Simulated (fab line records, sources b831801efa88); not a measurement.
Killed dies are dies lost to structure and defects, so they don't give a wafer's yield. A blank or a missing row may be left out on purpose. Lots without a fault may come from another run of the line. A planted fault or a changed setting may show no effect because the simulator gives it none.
A struck lot beside a sound one | flow sky130 | 15 steps out of a route of 708
Sound: wafers L862.1, L862.2, L862.3. Struck: wafer L866.3. (L866.1, L866.5 of the same lot were not struck and are left out.) The cause comes at the end.
At each step with rows: each side's tool, then ch and its chambers, then its first start. Under that, the readings that differ: sound wafers | struck wafers | difference of the means | sigmas: that difference in standard deviations of wafers without a fault.
alike: readings whose means differ by less than 2 such deviations, and words and numbers that are the same on both sides. not compared: withheld readings, readings that some wafer has no value for, bounds like >300 that may hide the same value, and numbers for which the record gives no deviation and whose values overlap.
The two part at a step that has a row with sigmas, a row that says differs or no value, or rows on one side only. Numbers that don't overlap but have no deviation are shown without sigmas and don't part them. A reading that every wafer of one side lacks parts them only if that side has two wafers or more.

first, 8 steps without rows for these wafers: SKY_POLY_GATE_DEHYDRATE_05 (time 60 s); SKY_POLY_GATE_HMDS_06 (prime time 60 s); SKY_POLY_GATE_COAT_07 (resist thk 110 nm); SKY_POLY_GATE_COAT_08 (resist thk 450 nm); SKY_POLY_GATE_SOFTBAKE_09 (time 90 s); SKY_POLY_GATE_EXPOSE_10 (exposes mask P1M, target cd 150 nm); SKY_POLY_GATE_PEB_11; SKY_POLY_GATE_DEVELOP_12 (develop time 60 s).
SKY_POLY_GATE_CD_MEAS_13: target cd 150 nm.
  sound on cd_sem-01, day 21 13:41; struck on cd_sem-02, day 22 18:25
  alike: cd_nm
SKY_POLY_GATE_OVL_MEAS_14:
  sound on overlay-01, day 21 13:48; struck on overlay-01, day 22 18:32
  alike: POLY_GATE_OVL
SKY_POLY_GATE_ETCH_15: etches BARC in N2/H2, stops on SiO2, time 118.5 s, target depth 110 nm.
  sound on rie_diel-01 ch 1,2,3, day 21 13:50; struck on rie_diel-01 ch 1, day 22 18:34
  alike: drypump_motor_current_A, oes_product_au, throttle_valve_pct
  not compared: rf_hours_counter_h
SKY_POLY_GATE_ETCH_16: etches Si3N4 in CH3F/O2, stops on poly-Si, time 147.5 s, target depth 75 nm.
  sound on rie_diel-01 ch 1,2,3, day 21 13:55; struck on rie_diel-01 ch 1, day 22 18:39
  alike: drypump_motor_current_A, oes_product_au, throttle_valve_pct
  not compared: rf_hours_counter_h
SKY_POLY_GATE_ETCH_17: etches poly-Si in HBr/Cl2, stops on SiO2, target depth 180 nm, time 70.5 s.
  sound on rie_si-02 ch 0,1,2, day 21 14:01; struck on rie_si-02 ch 1, day 22 18:45
  reading                                          | sound                   | struck  | difference | sigmas
  oes_product_au (a.u.)                            | 0.985 0.983 0.987       | 1.005   | +0.020     | +4
  over_etch_frac                                   | 0.56667 0.56667 0.56667 | 0.15001 | -0.41666   |
  model.POLY_GATE.feature_depth_nm (nm)            | 180.5 177.7 179         | 131.8   | -47.3      |
  model.etch.depth_nm (nm)                         | 180.5 177.7 179         | 131.8   | -47.3      |
  model.KrF-thick_of_POLY_GATE_COAT_08.thk_nm (nm) | 138.8 140.1 135.1       | 161.2   | +23.2      |
  alike: drypump_motor_current_A, throttle_valve_pct
  not compared: rf_hours_counter_h
SKY_POLY_GATE_STRIP_18: strips in O2/N2.
  sound on plasma_asher-03 ch 0,1, day 21 14:04; struck on plasma_asher-04 ch 0, day 22 18:48
  reading                      | sound             | struck | difference | sigmas
  oes_product_au (a.u.)        | 0.358 0.362 0.349 | 0.371  | +0.015     | +3
  strip_time_to_endpoint_s (s) | 3.154 3.179 3.117 | 3.392  | +0.242     | +9
  alike: drypump_motor_current_A
  not compared: rf_hours_counter_h
then, 1 step without rows for these wafers: SKY_POLY_GATE_CLEAN_19 (cleans in SC1/SC2, time 150 s).

WHERE THEY PART
First at SKY_POLY_GATE_ETCH_17; last, within this record, at SKY_POLY_GATE_STRIP_18.

WHY: what the simulator had put in
Process parameter drift: rie_si-02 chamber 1, from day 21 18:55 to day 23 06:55, at SKY_POLY_GATE_ETCH_17. Setting over_etch_frac, moved by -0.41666, from 0.56667.
